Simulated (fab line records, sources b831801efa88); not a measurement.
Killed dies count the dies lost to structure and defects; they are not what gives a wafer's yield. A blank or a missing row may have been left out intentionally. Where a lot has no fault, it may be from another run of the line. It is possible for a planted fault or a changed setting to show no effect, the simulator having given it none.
Which of the tools did it? -- flow sky130 -- 10 lots, 30 wafers sampled, at 7 steps of a route of 708

== WHAT THE GAUGES SHOWED, per wafer ==
SKY_NWELL_THK_MEAS_02. Usual: NWELL_OXIDATION_THK gives 9.99 nm (standard deviation 0.17).
lot,measured,on,NWELL_OXIDATION_THK (nm),flag
L280,day 2 14:27,film-metro-04,9.87 9.95 9.84,
L282,day 2 20:26,film-metro-03,10.04 10.06 9.93,
L284,day 3 10:13,film-metro-02,9.90 10.10 10.09,
L286,day 3 17:19,film-metro-04,10.07 10.18 9.99,
L287,day 3 23:09,film-metro-04,10.28 10.17 10.20,
L296,day 6 00:07,film-metro-04,10.17 10.23 10.08,
L298,day 6 13:09,film-metro-03,9.84 9.62 9.95,
L299,day 6 15:37,film-metro-03,9.93 10.17 9.97,
L300,day 6 22:59,film-metro-04,9.93 9.75 9.87,
L303,day 7 14:04,film-metro-02,9.76 9.85 9.87,

SKY_VT_ADJUST_NCORE_CD_MEAS_07 targets a cd of 380 nm. Usual: cd-nm reads 379.9 nm (standard deviation 2.2).
lot,measured,on,cd-nm (nm),flag
L280,day 8 17:28,cd-sem-02,381.2 376.5 379.1,
L282,day 9 01:33,cd-sem-01,381.0 381.4 378.7,
L284,day 9 19:33,cd-sem-02,379.0 377.7 375.8,
L286,day 10 05:08,cd-sem-01,- - -,OFF
L287,day 10 14:15,cd-sem-01,- - -,OFF
L296,day 13 05:31,cd-sem-01,379.6 377.3 378.7,
L298,day 14 01:31,cd-sem-02,381.3 380.8 377.7,
L299,day 14 05:18,cd-sem-02,377.7 380.9 381.3,
L300,day 14 16:03,cd-sem-02,383.2 382.8 380.9,
L303,day 15 10:39,cd-sem-02,377.9 380.6 382.1,

SKY_VT_ADJUST_HVTR_TW_MEAS_11. Usual: VT_ADJUST_HVTR_TW gives 209.8 (standard deviation 1.5).
lot,measured,on,VT_ADJUST_HVTR_TW,flag
L280,day 9 15:41,film-metro-04,210.2 210.0 210.9,
L282,day 10 00:23,film-metro-03,210.1 209.7 210.6,
L284,day 10 18:44,film-metro-02,210.1 210.6 210.3,
L286,day 11 03:47,film-metro-03,262.4 261.4 261.2,OFF
L287,day 11 14:04,film-metro-04,261.1 261.6 261.9,OFF
L296,day 14 08:45,film-metro-04,209.8 210.2 211.9,
L298,day 15 04:35,film-metro-04,211.1 211.6 211.0,
L299,day 15 08:38,film-metro-04,211.0 212.3 212.3,
L300,day 15 19:48,film-metro-04,210.2 211.3 210.7,
L303,day 16 15:19,film-metro-03,206.4 207.4 206.2,

SKY_VT_ADJUST_PCH_TW_MEAS_10. Usual: VT_ADJUST_PCH_TW gives 142.6 (standard deviation 1.6).
lot,measured,on,VT_ADJUST_PCH_TW,flag
L280,day 10 14:01,film-metro-04,142.5 142.3 141.9,
L282,day 10 23:48,film-metro-04,141.6 142.7 142.0,
L284,day 11 17:36,film-metro-01,144.4 143.9 144.4,
L286,day 12 03:45,film-metro-04,230.6 229.3 229.1,OFF
L287,day 12 14:52,film-metro-04,230.5 229.5 230.3,OFF
L296,day 15 11:43,film-metro-04,142.7 143.7 143.4,
L298,day 16 08:10,film-metro-04,141.8 143.0 142.2,
L299,day 16 12:34,film-metro-01,144.3 144.2 145.3,
L300,day 16 23:22,film-metro-03,140.6 140.2 139.9,
L303,day 17 20:27,film-metro-04,142.0 141.6 141.9,

== EACH LOT AND THE TOOL THAT RAN IT (in order: tool; ch and the chambers of the sampled wafers; start) ==
lot,SKY_NWELL_RTA_28,SKY_VT_ADJUST_LVTN_STRIP_20,SKY_VT_ADJUST_NCORE_COAT_02
L280,"rtp-anneal-01 ch 0, day 5 11:04","plasma-asher-02 ch 0,1, day 7 20:53","litho-track-04 ch 0, day 8 06:51"
L282,"rtp-anneal-01 ch 0, day 5 17:11","plasma-asher-02 ch 0,1, day 8 05:16","litho-track-04 ch 0, day 8 15:29"
L284,"rtp-anneal-02 ch 0, day 6 09:03","plasma-asher-02 ch 0,1, day 8 21:13","litho-track-03 ch 0, day 9 08:01"
L286,"rtp-anneal-02 ch 0, day 6 17:02","plasma-asher-02 ch 0, day 9 06:39","litho-track-03, day 9 17:31"
L287,"rtp-anneal-02 ch 0, day 6 23:35","plasma-asher-03 ch 0,1, day 9 15:45","litho-track-03, day 10 02:23"
L296,"rtp-anneal-02 ch 0, day 9 08:17","plasma-asher-03 ch 0,1, day 12 04:49","litho-track-04 ch 0, day 12 16:51"
L298,"rtp-anneal-01 ch 0, day 10 00:59","plasma-asher-04 ch 0,1, day 12 23:57","litho-track-03 ch 0, day 13 12:37"
L299,"rtp-anneal-02 ch 0, day 10 04:40","plasma-asher-02 ch 0, day 13 03:55","litho-track-02 ch 0, day 13 16:41"
L300,"rtp-anneal-01 ch 0, day 10 12:50","plasma-asher-02 ch 0,1, day 13 14:00","litho-track-03 ch 0, day 14 02:29"
L303,"rtp-anneal-02 ch 0, day 11 04:57","plasma-asher-02 ch 0, day 14 08:04","litho-track-03 ch 0, day 14 21:17"
- SKY_NWELL_RTA_28: time 30 s.
- SKY_VT_ADJUST_LVTN_STRIP_20: strips in O2/N2.
- SKY_VT_ADJUST_NCORE_COAT_02: resist thk 1140 nm.

== WHAT THE TOOLS THEMSELVES READ (means of the sampled wafers that have a number; where no wafer has one, the mark that the record gives instead) ==
SKY_NWELL_RTA_28. Usual: chamber-o2-ppm 2.000, standard deviation 0.022; lamp-power-pct 25.31 %, standard deviation 0.06; ramp-down-c-per-s 89.998, standard deviation 0.017; wafer_temp_C_max 1054.8, standard deviation 0.97.
lot,tool,chamber-o2-ppm,lamp-power-pct (%),ramp-down-c-per-s,wafer_temp_C_max,flag
L280,rtp-anneal-01,2.010,25.30,90.003,1055.0,
L282,rtp-anneal-01,1.999,25.32,90.013,1054.9,
L284,rtp-anneal-02,1.984,25.25,89.997,1055.0,
L286,rtp-anneal-02,1.993,25.29,90.000,1054.5,
L287,rtp-anneal-02,2.001,25.28,90.002,1054.4,
L296,rtp-anneal-02,2.011,25.31,89.992,1054.0,
L298,rtp-anneal-01,2.004,25.37,89.991,1056.8,
L299,rtp-anneal-02,2.001,25.30,90.007,1053.8,
L300,rtp-anneal-01,1.984,25.33,89.983,1054.4,
L303,rtp-anneal-02,2.012,25.29,90.000,1054.7,

SKY_VT_ADJUST_LVTN_STRIP_20. Usual: drypump-motor-current-A 5.49 A, standard deviation 0.26; oes-product-au 0.715 a.u., standard deviation 0.0046; strip-time-to-endpoint-s 14.18 s, standard deviation 0.035.
lot,tool,drypump-motor-current-A (A),oes-product-au (a.u.),strip-time-to-endpoint-s (s),flag
L280,plasma-asher-02,5.35,0.712,14.17,
L282,plasma-asher-02,5.34,0.713,14.20,
L284,plasma-asher-02,5.38,0.716,14.18,
L286,plasma-asher-02,5.30,0.717,14.18,
L287,plasma-asher-03,5.67,0.714,14.21,
L296,plasma-asher-03,5.47,0.718,14.20,
L298,plasma-asher-04,5.82,0.716,14.14,
L299,plasma-asher-02,5.31,0.712,14.17,
L300,plasma-asher-02,5.38,0.717,14.18,
L303,plasma-asher-02,5.31,0.718,14.21,

SKY_VT_ADJUST_NCORE_COAT_02. Usual: chill-plate-temp-C 23.01 C, standard deviation 0.098; dispense-pressure-kPa 50.6 kPa, standard deviation 1.9; spin-speed-rpm 3000.0 rpm, standard deviation 2.3.
lot,tool,chill-plate-temp-C (C),dispense-pressure-kPa (kPa),spin-speed-rpm (rpm),flag
L280,litho-track-04,22.90,49.6,2999.8,
L282,litho-track-04,23.11,49.6,3000.2,
L284,litho-track-03,22.94,49.9,2997.2,
L286,litho-track-03,-,-,-,OFF
L287,litho-track-03,-,-,-,OFF
L296,litho-track-04,23.04,49.6,2998.5,
L298,litho-track-03,23.06,49.9,2998.8,
L299,litho-track-02,23.01,54.9,3003.0,
L300,litho-track-03,22.93,49.9,2999.6,
L303,litho-track-03,23.03,49.9,3001.7,

== THE ANSWER, worked out from the rows above alone ==
Rule: a lot counts as off when the mean over its wafers that have a number is more than 3 standard deviations away from the usual mean. Also off: a lot with no number at a reading for which 4 or more lots have one. Any other lot the step has rows for is counted as sound. First the gauges in route order, then the tools' own readings, where a lot's mean is used as printed above. At the first step where some lot is off, the reading lying furthest off is the one used; lots without a number count as furthest.
Off: L286, L287, at SKY_VT_ADJUST_NCORE_CD_MEAS_07 (cd-nm). Without a number there: L286, L287.
A tool fits if, at a process step before that reading, it ran every lot that is off, and no sound lot after the first of them. The gauges at SKY_VT_ADJUST_NCORE_CD_MEAS_07 aren't tried: what is off there is off at SKY_VT_ADJUST_HVTR_TW_MEAS_11 too, on other tools, and a gauge's error can't cause that. Of those tried, none fits.

== WHAT THE SIMULATOR HAD PUT IN ==
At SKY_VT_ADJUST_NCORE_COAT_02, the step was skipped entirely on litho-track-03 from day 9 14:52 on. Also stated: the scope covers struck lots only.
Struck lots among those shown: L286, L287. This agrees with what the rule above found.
